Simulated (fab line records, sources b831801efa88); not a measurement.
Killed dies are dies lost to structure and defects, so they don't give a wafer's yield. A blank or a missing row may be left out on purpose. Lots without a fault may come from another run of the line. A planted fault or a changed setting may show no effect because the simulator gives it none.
Chamber matching | flow gf180mcu | GF_V3_CMP_04 on cmp-02: 4 sister chambers
The step polishes SiO2. 8 wafers are shown with their chamber, then 12 later ones without.

WAFERS WITH THEIR CHAMBER
wafer  | chamber | motor_current_A (A) | time_to_endpoint_s (s)
L083.5 | 0       | 12.0                | 83
L087.4 | 3       | 15.2                | 86
L087.5 | 0       | 12.2                | 71
L088.2 | 1       | 12.2                | 71
L088.6 | 2       | 12.2                | 84
L089.1 | 2       | 11.7                | 82
L089.2 | 3       | 14.9                | 83
L089.3 | 1       | 12.0                | 80

WAFERS WITHOUT THEIR CHAMBER
wafer  | motor_current_A (A) | time_to_endpoint_s (s)
L091.1 | 11.7                | 79
L091.3 | 14.6                | 79
L091.5 | 11.7                | 80
L092.1 | 12.4                | 79
L092.2 | 11.9                | 75
L092.5 | 13.1                | 79
L094.1 | 12.0                | 68
L094.2 | 13.2                | 71
L094.3 | 11.9                | 74
L096.3 | 12.3                | 65
L096.4 | 12.7                | 75
L096.5 | 15.4                | 80

WHICH CHAMBER EACH WENT THROUGH
wafer  | from the rows above          | in truth
L091.1 | can't be placed: 2 or 0 or 1 | 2
L091.3 | 3                            | 3
L091.5 | can't be placed: 2 or 0 or 1 | 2
L092.1 | can't be placed: 0 or 1 or 2 | 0
L092.2 | can't be placed: 1 or 0 or 2 | 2
L092.5 | can't be placed: 0 or 1 or 2 | 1
L094.1 | can't be placed: 1 or 0 or 2 | 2
L094.2 | can't be placed: 1 or 0 or 2 | 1
L094.3 | can't be placed: 1 or 0 or 2 | 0
L096.3 | can't be placed: 1 or 0 or 2 | 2
L096.4 | can't be placed: 1 or 0 or 2 | 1
L096.5 | 3                            | 3
Placed correctly: 2 of 12. Can't be placed from these rows: 10 (the true chamber is among the candidates in 10). Placed wrongly: 0.
How it was worked out, from the rows above alone: a wafer's distance from a chamber is the root of the sum, over the readings, of the square of ((its reading less the chamber's mean) divided by the reading's scatter). The wafer belongs to the nearest chamber; if the next one is less than 2 further off, it can't be placed. A chamber's mean is the mean of its shown wafers. The scatter: the root of (the sum of the squares of (reading less its chamber's mean) over the shown wafers, divided by (wafers less chambers)).
